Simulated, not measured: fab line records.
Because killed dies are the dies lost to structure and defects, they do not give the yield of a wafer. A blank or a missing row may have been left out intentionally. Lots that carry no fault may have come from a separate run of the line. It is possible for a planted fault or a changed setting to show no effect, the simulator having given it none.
Comparing a struck lot with a sound one ; flow sky130 ; 20 out of 708 route steps
Sound: wafers L972.3, L972.5, L972.6. Wafers struck: L973.2, L973.3, L973.4. The cause is given at the end.
Each step with rows lists, per side, the tool, then ch with its chambers, then its first start. Under that, the readings that differ: sound wafers ; struck wafers ; difference of the means ; sigmas: that difference in standard deviations of wafers without a fault.
alike: words and numbers the same on both sides, and readings whose means are apart by under 2 such deviations; not compared: readings that were withheld, readings missing a value for some wafer, numbers with overlapping values and no deviation given by the record, and bounds like >300 which may hide the same value.
A row with sigmas, a row that says differs or no value, or rows on one side alone: a step with any of these is where the two part. Numbers that have no deviation but don't overlap get no sigmas and don't part them. A reading that every wafer of one side lacks parts them only if that side has two wafers or more.

SKY_METAL5_DESCUM_14: chemistry O2, time 11 s.
  sound on rie metal-02 ch 0,1, day 45 22:06; struck on rie metal-01 ch 0,1, day 46 02:14
  alike: drypump motor current A, he backside leak sccm, oes product au
  not compared: rf hours counter h
SKY_METAL5_METAL_ETCH_15: etches the open film in Cl2/BCl3, stops on SiO2, target depth 1260 nm, time 252 s.
  sound on rie metal-02 ch 0,1, day 45 22:12; struck on rie metal-01 ch 0,1, day 46 02:16
  alike: drypump motor current A, he backside leak sccm, oes product au, throttle valve pct
  not compared: rf hours counter h
SKY_METAL5_STRIP_16: strips in O2/N2.
  sound on plasma asher-03 ch 0,1, day 45 22:25; struck on plasma asher-01 ch 0,1, day 46 02:31
  alike: drypump motor current A, oes product au, strip time to endpoint s
  not compared: rf hours counter h
then, 3 steps without rows for these wafers: SKY_METAL5_STRIP_17 (strips in post etch residue remover, time 1200 s); SKY_METAL5_CLEAN_18 (cleans in IPA, time 180 s); SKY_METAL5_CLEAN_19 (cleans in O3/DIW).
SKY_PASSIVATION_CVD_00: deposits SiO2, target thk 90 nm.
  sound on pecvd-01 ch 1,2, day 45 23:00; struck on pecvd-04 ch 1,2, day 46 03:07
  alike: heater power w
SKY_PASSIVATION_THK_MEAS_01:
  sound on film metro-02, day 45 23:03; struck on film metro-02, day 46 03:09
reading;sound;struck;difference;sigmas
PASSIVATION_CVD_00_THK (nm);92.3 93.8 91.9;88.2 89.2 89.7;-3.6;-3
SKY_PASSIVATION_CVD_02: deposits Si3N4, target thk 540 nm.
  sound on pecvd-04 ch 0,1, day 45 23:05; struck on pecvd-01 ch 1,2, day 46 03:12
  alike: heater power w
SKY_PASSIVATION_THK_MEAS_03:
  sound on film metro-02, day 45 23:20; struck on film metro-04, day 46 03:34
  alike: PASSIVATION_CVD_02_THK
then, 2 steps without rows for these wafers: SKY_PASSIVATION_DEHYDRATE_04 (time 60 s); SKY_PASSIVATION_HMDS_05 (prime time 60 s).
SKY_PASSIVATION_COAT_06: resist thk 3000 nm.
  sound on litho track-04 ch 0, day 46 09:29; struck on litho track-02 ch 0, day 46 13:34
reading;sound;struck;difference;sigmas
spin speed rpm (rpm);1999.1 1998.5 1999.1;2215.1 2211.2 2212.0;+213.9;+99 or more
model.coat_of_PASSIVATION_COAT_06.thk nm (nm);2990 3001 3002;2854 2842 2843;-151;
then, 4 steps without rows for these wafers: SKY_PASSIVATION_SOFTBAKE_07; SKY_PASSIVATION_EXPOSE_08 (exposes mask NSM, target cd 3000 nm); SKY_PASSIVATION_PEB_09; SKY_PASSIVATION_DEVELOP_10 (develop time 60 s).
SKY_PASSIVATION_ETCH_11: etches the open film in CF4/O2, stops on AlCu, target depth 725 nm, time 161.1 s.
  sound on rie diel-02 ch 0,1,3, day 46 19:53; struck on rie diel-02 ch 0,1,2, day 47 00:08
reading;sound;struck;difference;sigmas
model.coat_of_PASSIVATION_COAT_06.thk nm (nm);2509 2521 2522;2371 2359 2366;-152;
  alike: O2_flow_sccm, drypump motor current A, oes product au, throttle valve pct
  not compared: rf hours counter h
SKY_PASSIVATION_STRIP_12: strips in O2/N2.
  sound on plasma asher-04 ch 0,1, day 46 20:01; struck on plasma asher-03 ch 0,1, day 47 00:14
reading;sound;struck;difference;sigmas
strip time to endpoint s (s);31.44 31.57 31.59;29.82 29.68 29.76;-1.78;-20
  alike: drypump motor current A, oes product au
  not compared: rf hours counter h
then, 1 step without rows for these wafers: SKY_PAD_OPEN_DEHYDRATE_00 (time 60 s).

== WHERE THEY PART ==
At SKY_PASSIVATION_THK_MEAS_01 first; at SKY_PASSIVATION_STRIP_12 last (within this record only).

WHY: whatever the simulator had introduced
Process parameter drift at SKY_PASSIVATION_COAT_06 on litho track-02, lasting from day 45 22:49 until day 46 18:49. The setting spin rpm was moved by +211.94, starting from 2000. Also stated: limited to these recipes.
